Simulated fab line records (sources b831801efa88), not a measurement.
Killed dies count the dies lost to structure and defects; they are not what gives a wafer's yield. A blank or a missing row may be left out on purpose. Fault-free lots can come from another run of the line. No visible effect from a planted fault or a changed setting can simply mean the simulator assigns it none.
Which tool was responsible? | flow sky130 | 13 lots, 39 wafers sampled, at 2 steps of a route of 708

== WHAT THE GAUGES SHOWED, per wafer ==
SKY_LI_CONTACT_OVL_MEAS_13. Usual: LI_CONTACT_OVL -3 nm, standard deviation 5.2.
lot  | measured     | on         | LI_CONTACT_OVL (nm) | flag
L207 | day 29 04:16 | overlay-02 | -7 -8 -1            |
L208 | day 29 07:37 | overlay-02 | -6 1 -5             |
L209 | day 30 06:33 | overlay-02 | -7 -6 -2            |
L211 | day 30 21:26 | overlay-02 | -8 -4 -5            |
L217 | day 33 16:35 | overlay-02 | 0 -6 -2             |
L219 | day 33 17:14 | overlay-02 | -1 -5 -2            |
L220 | day 33 19:07 | overlay-02 | 5 0 -2              |
L222 | day 34 10:01 | overlay-01 | -7 -6 -12           |
L223 | day 34 11:04 | overlay-02 | 4 -2 0              |
L224 | day 34 15:17 | overlay-01 | -12 -5 1            |
L225 | day 35 06:10 | overlay-02 | -3 -1 -4            |
L226 | day 35 06:49 | overlay-02 | -1 -6 -5            |
L228 | day 37 02:28 | overlay-02 | -5 -7 -4            |

== WHAT TOOL EACH LOT RAN ON (gives the tool, then ch and the chambers of the sampled wafers, and finally the start) ==
lot  | SKY_LDD_LDN_IMPLANT_10
L207 | implanter-04 ch 0, day 22 22:25
L208 | implanter-04 ch 0, day 23 01:37
L209 | implanter-04 ch 0, day 24 03:19
L211 | implanter-04 ch 0, day 24 19:34
L217 | implanter-04 ch 0, day 27 18:54
L219 | implanter-01 ch 0, day 27 19:11
L220 | implanter-03 ch 0, day 27 20:31
L222 | implanter-04 ch 0, day 28 14:38
L223 | implanter-04 ch 0, day 28 17:45
L224 | implanter-03 ch 0, day 28 21:20
L225 | implanter-01 ch 0, day 29 09:03
L226 | implanter-01 ch 0, day 29 13:02
L228 | implanter-04 ch 0, day 31 09:27
- SKY_LDD_LDN_IMPLANT_10

== AS READ BY THE TOOLS THEMSELVES (means over the sampled wafers that have a number; for cases with no such wafer, the mark the record gives instead) ==
SKY_LDD_LDN_IMPLANT_10. Usual: beam_energy_keV 14.999, standard deviation 0.0043; beam_on_s 9.99 s, standard deviation 0.19.
lot  | tool         | beam_energy_keV | beam_on_s (s) | flag
L207 | implanter-04 | 14.994          | 10.01         |
L208 | implanter-04 | 15.002          | 9.86          |
L209 | implanter-04 | 16.232          | 9.92          | OFF
L211 | implanter-04 | 16.238          | 10.05         | OFF
L217 | implanter-04 | 14.996          | 10.11         |
L219 | implanter-01 | 15.000          | 9.85          |
L220 | implanter-03 | 14.998          | 10.09         |
L222 | implanter-04 | 15.002          | 9.78          |
L223 | implanter-04 | 15.001          | 10.01         |
L224 | implanter-03 | 14.995          | 9.98          |
L225 | implanter-01 | 15.002          | 9.98          |
L226 | implanter-01 | 14.994          | 10.01         |
L228 | implanter-04 | 14.997          | 10.21         |

== THE ANSWER, worked out from the rows above alone ==
Rule: a lot is off if the mean of its wafers that have a number lies more than 3 standard deviations from the usual mean. Also off: a lot with no number at a reading for which 4 or more lots have one. The other lots that the step has rows for count as sound. First the gauges in route order, then the tools' own readings, where a lot's mean is used as printed above. The first step at which some lot is off is used, and at that step the reading that is off furthest; a lot without a number counts as furthest.
Off at SKY_LDD_LDN_IMPLANT_10 (beam_energy_keV): L209, L211.
A tool fits if, at that step or a process step before it, it ran every lot that is off, and no sound lot after the first of them. None of those tried fits.

== WHAT THE SIMULATOR HAD INSERTED ==
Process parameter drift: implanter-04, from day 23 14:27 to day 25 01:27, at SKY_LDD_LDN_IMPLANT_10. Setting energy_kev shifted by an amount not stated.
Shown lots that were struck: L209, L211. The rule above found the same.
